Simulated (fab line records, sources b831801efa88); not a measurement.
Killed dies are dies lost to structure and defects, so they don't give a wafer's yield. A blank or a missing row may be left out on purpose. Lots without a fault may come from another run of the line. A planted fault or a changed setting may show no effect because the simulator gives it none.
fab line records | flow sky130
record lots=6 wafers=18 last_day=49
route steps=708 shown VIA2@525 METAL3@532 CAPM@537 PAD_OPEN@708
lots that met no fault: from a run of the same line without faults
start_h: hours from the record's first day to the start of the lot's first wafer shown | wait_h: hours since the lot's step before | " the same as in the row above | L1.1+2: a row that stands for several wafers | - no value, or no start given | * or withheld: withheld | < > ~ a bound
route shown NAME@n: a module of which the file shows steps, and the number in the route of the first | usual: mean/standard deviation of fault-free wafers | same: alike in all rows | chamber/n: place in a boat | sites: the reading at each site | _std_site: their standard deviation | _edge_site: outer sites' mean less inner sites' | radius_mm: how far each site lies from the wafer's centre | mask NAME#n: copy n | behind: the tool/chamber that last shaped the wafer | hold: why the lot was held/for how many hours/how that ended | device: the transistor (n, p or np) that didn't switch | end of line: the same wafers' tests at the end of the route | a step without rows: its recipe alone | killed: dies lost to structure and defects at the first sort, not the wafer's yield | map: a wafer's dies, x killed, . not, _ none there
set.NAME: the setting as run; set.NAME@STEP: as run at that earlier step | model.NAME: the simulator's own value behind a step, which no gauge read
lots at some steps of the route; a table a step, a row a wafer
services: from which hour (start_h, from the record's first day; less than 0 if before it) a tool's chamber was out of use, for how many hours, and why
## steps
# step SKY_VIA2_CLEAN_18
# recipe chemistry=IPA time_s=180 temp_c=25
# step SKY_VIA2_CLEAN_19
# recipe chemistry=O3/DIW dry=n2_spin
# step SKY_VIA2_SPUTTER_20
# recipe material=TiN target_thk_nm=20 chamber_pressure_pa=5 power_w=4000 time_s=80
# usual throttle_valve_pct=31.0/1.1
# columns lot.wafer tool chamber start_h wait_h throttle_valve_pct
L843.1 pvd_sputter-02 - 883.15 0.0 29.0
L843.3 " - " " 30.0
L843.4 " - " " 31.6
L845.2 pvd_sputter-03 - 903.46 0.0 30.3
L845.3 " - " " 32.0
L845.6 " - " " 30.4
L846.3 pvd_sputter-04 - 908.84 0.0 30.8
L846.5 " - " " 31.2
L846.6 " - " " 32.3
L850.1 pvd_sputter-04 - 946.49 0.0 31.2
L850.2 " - " " 29.8
L850.5 " - " " 31.4
L854.2 pvd_sputter-04 - 977.80 0.0 31.6
L854.3 " - " " 32.5
L854.6 " - " " 31.7
L857.2 pvd_sputter-04 - 988.94 0.0 29.3
L857.5 " - " " 30.7
L857.6 " - " " 29.5
# step SKY_VIA2_CVD_21
# recipe material=W target_thk_nm=420 time_s=126.4 temp_c=400 pressure_torr=40
# step SKY_VIA2_RS_MEAS_22
# recipe thk_meas_gauge=four-point-probe reads=W_of_VIA2_CVD_21+TiN_of_VIA2_SPUTTER_20
# usual VIA2_W_RS=0.271/0.0032
# columns lot.wafer tool chamber start_h wait_h VIA2_W_RS[ohm/sq]
L843.1 film_metro-01 - 883.47 0.2 0.274
L843.3 " - " " 0.274
L843.4 " - " " 0.270
L845.2 film_metro-02 - 903.67 0.1 0.272
L845.3 " - " " 0.270
L845.6 " - " " 0.271
L846.3 film_metro-02 - 909.07 0.1 0.267
L846.5 " - " " 0.271
L846.6 " - " " 0.268
L850.1 film_metro-04 - 946.68 0.1 0.271
L850.2 " - " " 0.270
L850.5 " - " " 0.265
L854.2 film_metro-04 - 978.01 0.1 0.269
L854.3 " - " " 0.266
L854.6 " - " " 0.271
L857.2 film_metro-01 - 989.15 0.1 0.267
L857.5 " - " " 0.267
L857.6 " - " " 0.268
# step SKY_VIA2_THK_MEAS_23
# recipe thk_meas_gauge=xrf reads=W_of_VIA2_CVD_21
# usual VIA2_W_THK=432/7.8
# columns lot.wafer tool chamber start_h wait_h VIA2_W_THK[nm]
L843.1 film_metro-01 - 883.59 0.1 417
L843.3 " - " " 419
L843.4 " - " " 425
L845.2 film_metro-02 - 903.78 0.1 435
L845.3 " - " " 437
L845.6 " - " " 439
L846.3 film_metro-02 - 909.17 0.1 447
L846.5 " - " " 442
L846.6 " - " " 445
L850.1 film_metro-04 - 946.80 0.1 428
L850.2 " - " " 430
L850.5 " - " " 436
L854.2 film_metro-04 - 978.12 0.1 435
L854.3 " - " " 438
L854.6 " - " " 429
L857.2 film_metro-01 - 989.26 0.1 433
L857.5 " - " " 432
L857.6 " - " " 433
# step SKY_VIA2_CMP_24
# recipe stop_on=SiO2 t_overpolish_s=20 down_force_psi=3.5 platen_rpm=60 target_thk_nm=0 pad_velocity_m_s=0.94248
# step SKY_METAL3_SPUTTER_00
# recipe material=Ti target_thk_nm=15 power_w=3000 time_s=10 chamber_pressure_pa=0.4
# step SKY_METAL3_SPUTTER_01
# recipe material=TiN target_thk_nm=20 power_w=6500 time_s=16.7 chamber_pressure_pa=0.4
# usual throttle_valve_pct=31.0/1.1
# columns lot.wafer tool chamber start_h wait_h throttle_valve_pct
L843.1 pvd_sputter-04 - 883.97 0.0 31.1
L843.3 " - " " 29.6
L843.4 " - " " 32.5
L845.2 pvd_sputter-01 - 904.16 0.0 31.3
L845.3 " - " " 31.8
L845.6 " - " " 31.2
L846.3 pvd_sputter-03 - 909.53 0.0 32.0
L846.5 " - " " 30.4
L846.6 " - " " 29.9
L850.1 pvd_sputter-03 - 947.18 0.0 29.9
L850.2 " - " " 31.9
L850.5 " - " " 30.3
L854.2 pvd_sputter-03 - 978.49 0.0 32.1
L854.3 " - " " 30.4
L854.6 " - " " 32.0
L857.2 pvd_sputter-03 - 989.64 0.0 29.9
L857.5 " - " " 32.1
L857.6 " - " " 31.9
# step SKY_METAL3_SPUTTER_02
# recipe material=AlCu target_thk_nm=735 power_w=10600 time_s=39.1 chamber_pressure_pa=0.4
# step SKY_METAL3_SPUTTER_03
# recipe material=Ti target_thk_nm=5 power_w=3000 time_s=3.3 chamber_pressure_pa=0.4
# step SKY_METAL3_SPUTTER_04
# recipe material=TiN target_thk_nm=70 power_w=6500 time_s=58.3 chamber_pressure_pa=0.4
# usual throttle_valve_pct=31.0/1.1
# columns lot.wafer tool chamber start_h wait_h throttle_valve_pct
L843.1 pvd_sputter-04 - 884.06 0.0 30.8
L843.3 " - " " 29.7
L843.4 " - " " 32.1
L845.2 pvd_sputter-01 - 904.24 0.0 31.5
L845.3 " - " " 32.2
L845.6 " - " " 31.4
L846.3 pvd_sputter-03 - 909.62 0.0 32.1
L846.5 " - " " 30.1
L846.6 " - " " 30.0
L850.1 pvd_sputter-03 - 947.27 0.0 29.7
L850.2 " - " " 32.0
L850.5 " - " " 30.2
L854.2 pvd_sputter-03 - 978.57 0.0 32.0
L854.3 " - " " 30.3
L854.6 " - " " 32.1
L857.2 pvd_sputter-03 - 989.72 0.0 30.0
L857.5 " - " " 32.2
L857.6 " - " " 32.0
# step SKY_CAPM_CVD_00
# recipe material=SiO2 target_thk_nm=15.5 temp_c=400 time_s=withheld rf_w=450
# usual heater_power_w=685/85
# columns lot.wafer tool chamber start_h wait_h heater_power_w model.SiO2_of_CAPM_CVD_00.thk_nm
L843.1 pecvd-01 2 884.11 0.0 825 20.78
L843.3 " 0 " " 617 21.08
L843.4 " 1 " " 752 21.02
L845.2 pecvd-01 0 904.29 0.0 738 21.16
L845.3 " 1 " " 780 20.98
L845.6 " 1 " " 770 21.28
L846.3 pecvd-04 0 909.66 0.0 628 15.02
L846.5 " 1 " " 646 15.52
L846.6 " 0 " " 657 15.26
L850.1 pecvd-04 2 947.32 0.0 613 15.44
L850.2 " 0 " " 676 15.2
L850.5 " 0 " " 687 15.43
L854.2 pecvd-01 0 978.62 0.0 734 15.57
L854.3 " 1 " " 680 14.91
L854.6 " 2 " " 782 15.49
L857.2 pecvd-03 0 989.77 0.0 654 15.41
L857.5 " 2 " " 575 15.8
L857.6 " 0 " " 664 15.47
# step SKY_CAPM_THK_MEAS_01
# recipe reads=SiO2_of_CAPM_CVD_00
# usual CAPM_CVD_00_THK=15.48/0.23
# columns lot.wafer tool chamber start_h wait_h CAPM_CVD_00_THK[nm]
L843.1 film_metro-03 - 884.13 - 20.78
L843.3 " - " " 21.06
L843.4 " - " " 20.97
L845.2 film_metro-04 - 904.32 - 21.20
L845.3 " - " " 21.03
L845.6 " - " " 21.26
L846.3 film_metro-02 - 909.71 - 15.04
L846.5 " - " " 15.53
L846.6 " - " " 15.25
L850.1 film_metro-04 - 947.34 - 15.43
L850.2 " - " " 15.19
L850.5 " - " " 15.42
L854.2 film_metro-03 - 978.65 - 15.53
L854.3 " - " " 14.91
L854.6 " - " " 15.47
L857.2 film_metro-04 - 989.80 - 15.38
L857.5 " - " " 15.81
L857.6 " - " " 15.43
# step SKY_CAPM_SPUTTER_02
# recipe material=TiN target_thk_nm=200 temp_c=300 power_w=6500 time_s=166.7 chamber_pressure_pa=0.4
# step SKY_CAPM_RS_MEAS_03
# recipe thk_meas_gauge=four-point-probe reads=TiN_of_CAPM_SPUTTER_02
# usual CAPM_TIN_RS=6.90/0.069
# columns lot.wafer tool chamber start_h wait_h CAPM_TIN_RS[ohm/sq]
L843.1 film_metro-02 - 884.30 0.1 6.90
L843.3 " - " " 6.89
L843.4 " - " " 6.81
L845.2 film_metro-03 - 904.50 0.1 6.84
L845.3 " - " " 6.84
L845.6 " - " " 6.86
L846.3 film_metro-04 - 909.90 0.1 6.79
L846.5 " - " " 6.85
L846.6 " - " " 6.86
L850.1 film_metro-04 - 947.51 0.1 6.86
L850.2 " - " " 6.84
L850.5 " - " " 6.79
L854.2 film_metro-03 - 978.83 0.1 6.83
L854.3 " - " " 6.89
L854.6 " - " " 6.92
L857.2 film_metro-03 - 989.98 0.1 6.82
L857.5 " - " " 6.92
L857.6 " - " " 6.82
# step SKY_CAPM_THK_MEAS_04
# recipe thk_meas_gauge=xrf reads=TiN_of_CAPM_SPUTTER_02
# usual CAPM_TIN_THK=199.1/2.2
# columns lot.wafer tool chamber start_h wait_h CAPM_TIN_THK[nm]
L843.1 film_metro-02 - 884.42 0.1 197.6
L843.3 " - " " 198.5
L843.4 " - " " 199.7
L845.2 film_metro-03 - 904.61 0.1 200.2
L845.3 " - " " 201.3
L845.6 " - " " 199.6
L846.3 film_metro-04 - 910.00 0.1 201.3
L846.5 " - " " 200.8
L846.6 " - " " 199.2
L850.1 film_metro-04 - 947.63 0.1 200.2
L850.2 " - " " 200.2
L850.5 " - " " 201.9
L854.2 film_metro-03 - 978.94 0.1 203.6
L854.3 " - " " 202.3
L854.6 " - " " 201.3
L857.2 film_metro-03 - 990.09 0.1 202.3
L857.5 " - " " 199.7
L857.6 " - " " 203.4
# step SKY_CAPM_DEHYDRATE_05
# recipe temp_c=200 time_s=60
# step SKY_CAPM_HMDS_06
# recipe prime_time_s=60 prime_temp_c=120
# step SKY_CAPM_COAT_07
# recipe resist=NOVOLAK spin_rpm=3000 resist_thk_nm=1140
# step SKY_CAPM_SOFTBAKE_08
# recipe temp_c=90 time_s=60 resist=NOVOLAK
# step SKY_CAPM_EXPOSE_09
# recipe mask_id=CAPM na=0.6 source_shape=conventional sigma_outer=0.6 polarization=unpolarized target_cd_nm=1000 dose_mj=159
# step SKY_CAPM_PEB_10
# recipe temp_c=withheld time_s=* resist=NOVOLAK
# step SKY_CAPM_DEVELOP_11
# recipe resist=NOVOLAK developer=TMAH develop_time_s=60 dev_temp_c=23
# step SKY_CAPM_OVL_MEAS_12
# usual CAPM_OVL=-0.2/1.6
# columns lot.wafer tool chamber start_h wait_h CAPM_OVL[nm]
L843.1 overlay-02 - 909.27 0.1 -4.3
L843.3 " - " " -5.8
L843.4 " - " " -4.9
L845.2 overlay-02 - 929.33 0.1 2.1
L845.3 " - " " 2.2
L845.6 " - " " 0.5
L846.3 overlay-02 - 934.79 0.1 0.1
L846.5 " - " " -1.9
L846.6 " - " " 0.0
L850.1 overlay-01 - 971.13 0.1 1.4
L850.2 " - " " 0.0
L850.5 " - " " 0.3
L854.2 overlay-01 - 1000.95 0.1 -0.6
L854.3 " - " " 0.6
L854.6 " - " " -1.4
L857.2 overlay-02 - 1012.33 0.1 -0.7
L857.5 " - " " -3.4
L857.6 " - " " -2.2
# step SKY_CAPM_METAL_ETCH_13
# recipe target_depth_nm=220 stop_on=SiO2 chemistry=Cl2/BCl3 target=TiN pressure_mtorr=10 icp_w=900 bias_w=48.5 Cl2_flow_sccm=60 bcl3_flow_sccm=30 time_s=62.9
# step SKY_CAPM_STRIP_14
# recipe chemistry=O2/N2 power_w=1400 pressure_mtorr=1500 platen_temp_c=withheld o2_flow_sccm=3000 n2_flow_sccm=300 overash_fraction=0.5
# usual drypump_motor_current_A=5.6/0.46 n2_flow_sccm=299.9/1 oes_product_au=0.710/0.005 strip_time_to_endpoint_s=12.67/0.046
# columns lot.wafer tool chamber start_h wait_h drypump_motor_current_A n2_flow_sccm oes_product_au rf_hours_counter_h strip_time_to_endpoint_s
L843.1 plasma_asher-01 1 909.39 0.1 6.2 299.2 0.712 79 12.58
L843.3 " 0 " " 5.4 301.1 0.712 - 12.55
L843.4 " 1 " " 6.2 298.9 0.706 - 12.60
L845.2 plasma_asher-01 0 929.44 0.1 5.4 298.8 0.713 81 12.74
L845.3 " 1 " " 6.2 298.9 0.713 - 12.64
L845.6 " 0 " " 5.4 297.6 0.713 - 12.71
L846.3 plasma_asher-02 1 935.00 0.1 5.2 300.9 0.711 - 12.71
L846.5 " 0 " " 5.2 299.2 0.715 - 12.72
L846.6 " 1 " " 5.2 301.5 0.707 - 12.71
L850.1 plasma_asher-02 1 971.24 0.1 5.2 299.6 0.704 117 12.64
L850.2 " 0 " " 5.1 300.3 0.719 117 12.67
L850.5 " 1 " " 5.2 301.5 0.713 - 12.70
L854.2 plasma_asher-02 0 1001.05 0.1 5.1 299.4 0.706 120 12.70
L854.3 " 0 " " 5.2 300.2 0.717 - 12.76
L854.6 " 0 " " 5.1 301.8 0.711 - 12.70
L857.2 plasma_asher-03 0 1012.44 0.1 6.3 299.4 0.702 53 12.68
L857.5 " 0 " " 6.3 299.3 0.705 - 12.68
L857.6 " 1 " " 5.9 300.2 0.715 - 12.64
# step SKY_CAPM_STRIP_15
# recipe chemistry=post_etch_residue_remover time_s=1200 temp_c=72.5
# step SKY_CAPM_CLEAN_16
# recipe chemistry=IPA time_s=180 temp_c=25
# step SKY_CAPM_CLEAN_17
# recipe chemistry=O3/DIW dry=n2_spin
# step SKY_METAL3_DEHYDRATE_05
# recipe temp_c=200 time_s=60
# step SKY_METAL3_HMDS_06
# recipe prime_time_s=60 prime_temp_c=120
# step SKY_METAL3_COAT_07
# recipe resist=BARC temp_c=withheld time_s=withheld spin_rpm=3000 resist_thk_nm=60
# step SKY_METAL3_COAT_08
# recipe resist=KrF-thick spin_rpm=2972 resist_thk_nm=1140
# step SKY_METAL3_SOFTBAKE_09
# recipe temp_c=100 time_s=90 resist=KrF-thick
# step SKY_METAL3_EXPOSE_10
# recipe mask_id=MM3 na=0.68 source_shape=annular sigma_inner=0.4 sigma_outer=0.8 target_cd_nm=300 dose_mj=28
# step SKY_METAL3_PEB_11
# recipe peb_temp_c=withheld peb_time_s=withheld resist=KrF-thick
# step SKY_METAL3_DEVELOP_12
# recipe develop_time_s=60 resist=KrF-thick dev_temp_c=21
# step SKY_METAL3_CD_MEAS_13
# recipe target_cd_nm=300
# usual cd_nm=300.1/1.5
# columns lot.wafer tool chamber start_h wait_h cd_nm
L843.1 cd_sem-02 - 935.12 - 299.3
L843.3 " - " " 298.8
L843.4 " - " " 298.6
L845.2 cd_sem-01 - 954.84 - 298.9
L845.3 " - " " 300.1
L845.6 " - " " 300.4
L846.3 cd_sem-02 - 959.26 - 300.6
L846.5 " - " " 301.9
L846.6 " - " " 301.0
L850.1 cd_sem-02 - 995.28 - 298.3
L850.2 " - " " 298.0
L850.5 " - " " 298.0
L854.2 cd_sem-02 - 1025.15 - 296.1
L854.3 " - " " 297.4
L854.6 " - " " 295.7
L857.2 cd_sem-02 - 1036.01 - 301.3
L857.5 " - " " 300.6
L857.6 " - " " 301.2
# step SKY_METAL3_OVL_MEAS_14
# usual METAL3_OVL=2/4.8
# columns lot.wafer tool chamber start_h wait_h METAL3_OVL[nm]
L843.1 overlay-01 - 935.24 0.1 4
L843.3 " - " " 10
L843.4 " - " " 12
L845.2 overlay-01 - 954.95 0.1 10
L845.3 " - " " -3
L845.6 " - " " 13
L846.3 overlay-01 - 959.36 0.1 6
L846.5 " - " " 12
L846.6 " - " " 10
L850.1 overlay-02 - 995.40 0.1 4
L850.2 " - " " -2
L850.5 " - " " 3
L854.2 overlay-02 - 1025.25 0.1 0
L854.3 " - " " -1
L854.6 " - " " 0
L857.2 overlay-02 - 1036.12 0.1 0
L857.5 " - " " -1
L857.6 " - " " -1
# step SKY_METAL3_DESCUM_15
# recipe chemistry=O2 source_power_w=150 bias_power_w=0 pressure_mtorr=10 temp_c=40 time_s=8
# usual drypump_motor_current_A=5.6/0.54 oes_product_au=0.993/0.011 temp_c=40.01/0.1
# columns lot.wafer tool chamber start_h wait_h drypump_motor_current_A oes_product_au rf_hours_counter_h temp_c
L843.1 rie_metal-02 1 935.28 0.0 5.7 0.986 9 40.01
L843.3 " 1 " " 5.7 0.988 - 40.08
L843.4 " 1 " " 5.7 0.984 - 40.27
L845.2 rie_metal-02 0 954.98 0.0 4.8 0.998 0 40.13
L845.3 " 0 " " 4.8 1.002 - 40.06
L845.6 " 1 " " 5.7 0.989 - 40.29
L846.3 rie_metal-01 1 959.39 0.0 5.2 0.992 - 39.70
L846.5 " 1 " " 5.2 0.994 - 39.88
L846.6 " 0 " " 6.4 0.984 - 40.12
L850.1 rie_metal-01 1 995.43 0.0 5.2 1.001 2 40.02
L850.2 " 0 " " 6.4 0.987 14 40.04
L850.5 " 0 " " 6.4 0.989 - 40.03
L854.2 rie_metal-01 1 1025.28 0.0 5.2 1.010 3 39.92
L854.3 " 0 " " 6.4 0.996 - 39.90
L854.6 " 1 " " 5.2 0.992 - 39.99
L857.2 rie_metal-01 0 1036.15 0.0 6.4 0.980 16 40.13
L857.5 " 1 " " 5.2 0.979 - 40.19
L857.6 " 0 " " 6.4 0.980 - 39.89
# step SKY_METAL3_ETCH_16
# recipe chemistry=N2/H2 target=BARC ion_energy_ev=200 bias_w=100 pressure_mtorr=30 n2_flow_sccm=100 h2_flow_sccm=200 icp_w=500 stop_on=SiO2 time_s=88.2 target_depth_a=600
# step SKY_METAL3_ETCH_17
# recipe target=SiO2 stop_on=TiN chemistry=C4F8/O2/Ar source_w=1500 bias_w=1200 pressure_mtorr=40 c4f8_flow_sccm=withheld O2_flow_sccm=6 Ar_flow_sccm=300 time_s=3.9 target_depth_a=150
# usual oes_product_au=0.754/0.0069
# columns lot.wafer tool chamber start_h wait_h oes_product_au rf_hours_counter_h model.etch.depth_nm
L843.1 rie_diel-04 2 935.54 0.2 0.886 19 20.78
L843.3 " 1 " " 0.891 15 21.08
L843.4 " 3 " " 0.889 12 21.02
L845.2 rie_diel-02 3 955.11 0.1 0.888 18 21.16
L845.3 " 1 " " 0.890 16 20.98
L845.6 " 0 " " 0.899 - 21.28
L846.3 rie_diel-01 0 959.51 0.0 0.747 12 15.02
L846.5 " 1 " " 0.756 - 15.52
L846.6 " 0 " " 0.755 - 15.26
L850.1 rie_diel-04 3 995.56 0.1 0.749 14 15.44
L850.2 " 0 " " 0.748 23 15.2
L850.5 " 0 " " 0.755 - 15.43
L854.2 rie_diel-01 0 1025.41 0.1 0.759 15 15.57
L854.3 " 1 " " 0.744 16 14.91
L854.6 " 3 " " 0.745 - 15.49
L857.2 rie_diel-01 3 1036.28 0.1 0.753 16 15.41
L857.5 " 1 " " 0.763 - 15.8
L857.6 " 0 " " 0.752 - 15.47
# step SKY_PAD_OPEN_PROBE_99
# usual defect_limited_yield=82.5/2.1 killed_at_M0_to_M3=43/7.7 killed_at_M4_up=3.4/1.9 killed_at_contacts=25/5.6 killed_at_front_end=14/4.3 killed_at_other=0.2/0.5 killed_dies=86/10 killed_open=47/7.2 killed_short=39/6.7
# same gross_dies=492 killed_at_back_side=0
# columns lot.wafer tool chamber start_h wait_h defect_limited_yield[%] killed_at_M0_to_M3 killed_at_M4_up killed_at_contacts killed_at_front_end killed_at_other killed_dies killed_open killed_short model.etest.tester.sort_n_pass model.etest.tester.sort_yield_pct model.etest.tester.sort_bin_5_pct model.etest.cap_mim.bv_v model.etest.cap_mim.leak_log10_a_cm2 model.etest.cap_mim.c_ff_um2 model.etest.tester.sort_bin_8_pct model.etest.tester.sort_bin_4_pct
L843.1 prober-02 - 1105.35 0.1 84.1 37 1 29 11 0 78 48 30 178 36.18 57.32 17.91 -9.933 1.752 3.62e-07 0
L843.3 prober-02 - 1105.45 0.2 82.7 47 1 26 11 0 85 53 32 136 27.64 66.46 18.61 -10.01 1.74 2.796e-10 0
L843.4 prober-02 - 1105.50 0.2 79.3 62 2 21 16 1 102 57 45 81 16.46 75.61 18.05 -9.987 1.719 4.448e-08 0
L845.2 prober-02 - 1120.38 0.1 81.5 47 2 24 18 0 91 56 35 66 13.41 80.49 18.8 -10.21 1.71 5.076e-05 5.779e-10
L845.3 prober-02 - 1120.43 0.2 85.4 37 4 26 5 0 72 42 30 122 24.8 69.11 18.95 -10.14 1.731 0.0001561 1.406e-11
L845.6 prober-02 - 1120.58 0.2 83.5 42 1 21 17 0 81 51 30 79 16.06 79.47 19.08 -10.14 1.706 0.001295 3.575e-14
L846.3 prober-01 - 1128.20 0.2 85.8 40 0 17 13 0 70 32 38 422 85.77 8.74 14.26 -8.967 2.41 0 0
L846.5 prober-01 - 1128.30 0.2 79.7 50 3 28 19 0 100 48 52 392 79.67 10.16 14.14 -9.131 2.334 0 0
L846.6 prober-01 - 1128.35 0.2 84.1 30 4 27 17 0 78 45 33 414 84.15 9.553 14.13 -9.014 2.377 0 0
L850.1 prober-01 - 1153.21 0.1 84.6 34 6 27 9 0 76 43 33 416 84.55 8.74 13.58 -8.955 2.352 0 0
L850.2 prober-01 - 1153.26 0.1 82.9 54 7 12 11 0 84 47 37 408 82.93 8.333 13.21 -8.805 2.395 0 0
L850.5 prober-01 - 1153.41 0.2 85.2 37 3 22 11 0 73 40 33 419 85.16 9.959 14.16 -9.028 2.355 0 0
L854.2 prober-02 - 1174.95 0.1 78.9 59 6 24 15 0 104 49 55 388 78.86 12.8 13.48 -9.211 2.322 0 0
L854.3 prober-02 - 1175.00 0.2 80.9 50 2 22 20 0 94 54 40 398 80.89 10.57 13.11 -8.649 2.448 0 0
L854.6 prober-02 - 1175.15 0.2 81.9 49 0 28 11 1 89 50 39 403 81.91 10.16 13.72 -9.061 2.336 0 0
L857.2 prober-02 - 1185.26 0.1 83.9 27 5 34 13 0 79 45 34 413 83.94 9.553 13.5 -8.862 2.364 0 0
L857.5 prober-02 - 1185.41 0.2 81.3 37 2 37 15 1 92 56 36 400 81.3 11.38 14.14 -9.016 2.318 0 0
L857.6 prober-02 - 1185.46 0.2 83.3 32 2 29 19 0 82 44 38 410 83.33 10.16 13.81 -8.842 2.363 0 0
# killed by level:class
L843.1 VIA1:geometric_particle:open=14 CONTACT:geometric_particle:open=11 CONTACT:geometric_particle:short=6 VIA2:geometric_particle:open=5 POLY_GATE:geometric_particle:open=4 METAL2:geometric_particle:short=4 LI_CONTACT:geometric_particle:open=4 LOCAL_INTERCONNECT:geometric_particle:short=4
L843.3 VIA1:geometric_particle:open=14 CONTACT:geometric_particle:open=11 VIA2:geometric_particle:open=9 LI_CONTACT:geometric_particle:open=6 CONTACT:geometric_particle:short=6 METAL1:geometric_particle:short=6 FIELD_ISO:geometric_particle:short=4 FIELD_ISO:geometric_particle:open=3
L843.4 VIA3:geometric_particle:open=12 VIA2:geometric_particle:open=11 VIA1:geometric_particle:open=10 LI_CONTACT:geometric_particle:open=8 METAL1:geometric_particle:short=7 VIA1:geometric_particle:short=7 POLY_GATE:geometric_particle:open=5 CONTACT:geometric_particle:open=5
L845.2 METAL2:geometric_particle:short=11 CONTACT:geometric_particle:open=9 VIA1:geometric_particle:open=8 LI_CONTACT:geometric_particle:open=8 VIA3:geometric_particle:open=8 VIA2:geometric_particle:open=6 POLY_GATE:geometric_particle:open=5 FIELD_ISO:geometric_particle:open=4
L845.3 CONTACT:geometric_particle:open=11 VIA1:geometric_particle:open=11 LI_CONTACT:geometric_particle:open=7 VIA3:geometric_particle:open=6 METAL1:geometric_particle:short=5 POLY_GATE:geometric_particle:short=4 LI_CONTACT:geometric_particle:short=3 VIA1:geometric_particle:short=3
L845.6 VIA1:geometric_particle:open=14 CONTACT:geometric_particle:open=7 LI_CONTACT:geometric_particle:open=5 LI_CONTACT:geometric_particle:short=5 VIA1:geometric_particle:short=5 METAL2:geometric_particle:short=5 FIELD_ISO:geometric_particle:short=4 FIELD_ISO:geometric_particle:open=4
L846.3 VIA1:geometric_particle:open=10 CONTACT:geometric_particle:short=6 METAL1:geometric_particle:short=6 METAL2:geometric_particle:short=6 FIELD_ISO:geometric_particle:short=5 CONTACT:geometric_particle:open=4 VIA1:geometric_particle:short=4 FIELD_ISO:geometric_particle:open=3
L846.5 FIELD_ISO:geometric_particle:short=9 METAL1:geometric_particle:short=9 VIA1:geometric_particle:open=8 CONTACT:geometric_particle:open=8 CONTACT:geometric_particle:short=8 VIA2:geometric_particle:open=8 LI_CONTACT:geometric_particle:open=6 VIA3:geometric_particle:open=6
L846.6 CONTACT:geometric_particle:open=10 LI_CONTACT:geometric_particle:open=8 LOCAL_INTERCONNECT:geometric_particle:short=7 POLY_GATE:geometric_particle:short=6 VIA1:geometric_particle:open=6 VIA2:geometric_particle:open=6 FIELD_ISO:geometric_particle:open=5 VIA3:geometric_particle:open=5
L850.1 VIA1:geometric_particle:open=12 LI_CONTACT:geometric_particle:open=11 CONTACT:geometric_particle:open=6 LOCAL_INTERCONNECT:geometric_particle:short=5 VIA2:geometric_particle:open=5 METAL4:geometric_particle:short=5 CONTACT:geometric_particle:short=4 VIA1:geometric_particle:short=4
L850.2 VIA2:geometric_particle:open=12 VIA1:geometric_particle:open=9 METAL1:geometric_particle:short=8 VIA3:geometric_particle:open=8 METAL4:geometric_particle:short=5 CONTACT:geometric_particle:open=4 VIA2:geometric_particle:short=4 VIA3:geometric_particle:short=4
L850.5 VIA1:geometric_particle:open=9 CONTACT:geometric_particle:open=8 LI_CONTACT:geometric_particle:open=7 VIA1:geometric_particle:short=5 METAL2:geometric_particle:short=5 VIA2:geometric_particle:open=5 POLY_GATE:geometric_particle:short=4 METAL1:geometric_particle:short=4
L854.2 VIA1:geometric_particle:open=14 METAL2:geometric_particle:short=11 CONTACT:geometric_particle:open=7 METAL1:geometric_particle:short=7 CONTACT:geometric_particle:short=6 FIELD_ISO:geometric_particle:open=5 METAL4:geometric_particle:short=5 LI_CONTACT:geometric_particle:open=5
L854.3 VIA1:geometric_particle:open=15 CONTACT:geometric_particle:open=8 METAL2:geometric_particle:short=8 VIA1:geometric_particle:short=7 VIA2:geometric_particle:open=7 FIELD_ISO:geometric_particle:open=6 POLY_GATE:geometric_particle:short=6 VIA3:geometric_particle:open=6
L854.6 CONTACT:geometric_particle:open=16 VIA1:geometric_particle:open=9 VIA3:geometric_particle:open=7 CONTACT:geometric_particle:short=6 VIA2:geometric_particle:short=5 VIA2:geometric_particle:open=5 METAL3:geometric_particle:short=5 METAL2:geometric_particle:short=5
L857.2 LI_CONTACT:geometric_particle:open=11 VIA1:geometric_particle:open=10 CONTACT:geometric_particle:short=7 CONTACT:geometric_particle:open=7 LOCAL_INTERCONNECT:geometric_particle:short=6 FIELD_ISO:geometric_particle:short=4 VIA2:geometric_particle:open=4 METAL2:geometric_particle:short=4
L857.5 CONTACT:geometric_particle:open=12 VIA1:geometric_particle:open=10 LI_CONTACT:geometric_particle:open=10 CONTACT:geometric_particle:short=7 VIA2:geometric_particle:open=6 FIELD_ISO:geometric_particle:open=4 LOCAL_INTERCONNECT:geometric_particle:short=4 METAL1:geometric_particle:short=4
L857.6 CONTACT:geometric_particle:open=10 CONTACT:geometric_particle:short=8 VIA1:geometric_particle:open=8 LI_CONTACT:geometric_particle:open=7 FIELD_ISO:geometric_particle:open=6 FIELD_ISO:geometric_particle:short=6 VIA2:geometric_particle:open=6 VIA3:geometric_particle:short=4
## services
# columns tool chamber start_h hours kind
rie_diel-02 0 869.38 14.4 repair
pecvd-01 - 873.03 0.9 repair
rie_diel-04 - 885.82 41.6 repair
pecvd-04 2 887.67 10.2 repair
pvd_sputter-04 - 888.33 7.5 repair
rie_metal-01 - 893.41 1.4 pm
pvd_sputter-02 - 893.60 1.5 repair
pecvd-04 0 894.58 9.4 repair
plasma_asher-02 - 908.55 1.2 repair
pecvd-03 0 911.98 8.7 repair
rie_diel-04 3 912.85 5.1 repair
pvd_sputter-03 1 916.95 - consumable_replace:kit
pvd_sputter-03 1 916.95 18.0 scheduled_down
pvd_sputter-03 1 916.95 18.0 vent_cycle
pecvd-04 1 927.01 2.5 repair
plasma_asher-03 - 961.86 2.7 repair
rie_metal-02 - 973.19 2.8 pm
pvd_sputter-04 1 982.71 - consumable_replace:kit
pecvd-03 - 984.72 0.5 repair
pecvd-01 - 985.98 0.5 repair
rie_metal-01 - 996.49 0.4 repair
rie_metal-02 - 1021.32 0.3 repair
pecvd-03 1 1025.07 9.2 repair
plasma_asher-01 - 1026.50 1.3 repair
## key
first_sign step=SKY_CAPM_THK_MEAS_01 reading=CAPM_CVD_00_THK direction=up sigmas=24 usual=15.48 struck=21.05
effect step=SKY_METAL3_ETCH_17 reading=oes_product_au direction=up sigmas=20 usual=0.754 struck=0.890
model_effect step=SKY_CAPM_CVD_00 value=SiO2_of_CAPM_CVD_00.thk_nm without=15.46 struck=21.05
model_effect step=SKY_METAL3_ETCH_17 value=etch.depth_nm without=15.46 struck=21.05
model_effect step=SKY_PAD_OPEN_PROBE_99 value=etest.tester.sort_n_pass without=407.2 struck=110.3
met_at SKY_CAPM_CVD_00
struck_wafers L843.1,L843.3,L843.4,L845.2,L845.3,L845.6
fault kind=process_parameter_drift tool=pecvd-01 chamber=- onset_h=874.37 steps=SKY_CAPM_CVD_00 channel=target_thk_nm offset=5.5998 shape=step end_h=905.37 acts_in=these_recipes_only stated=15.5
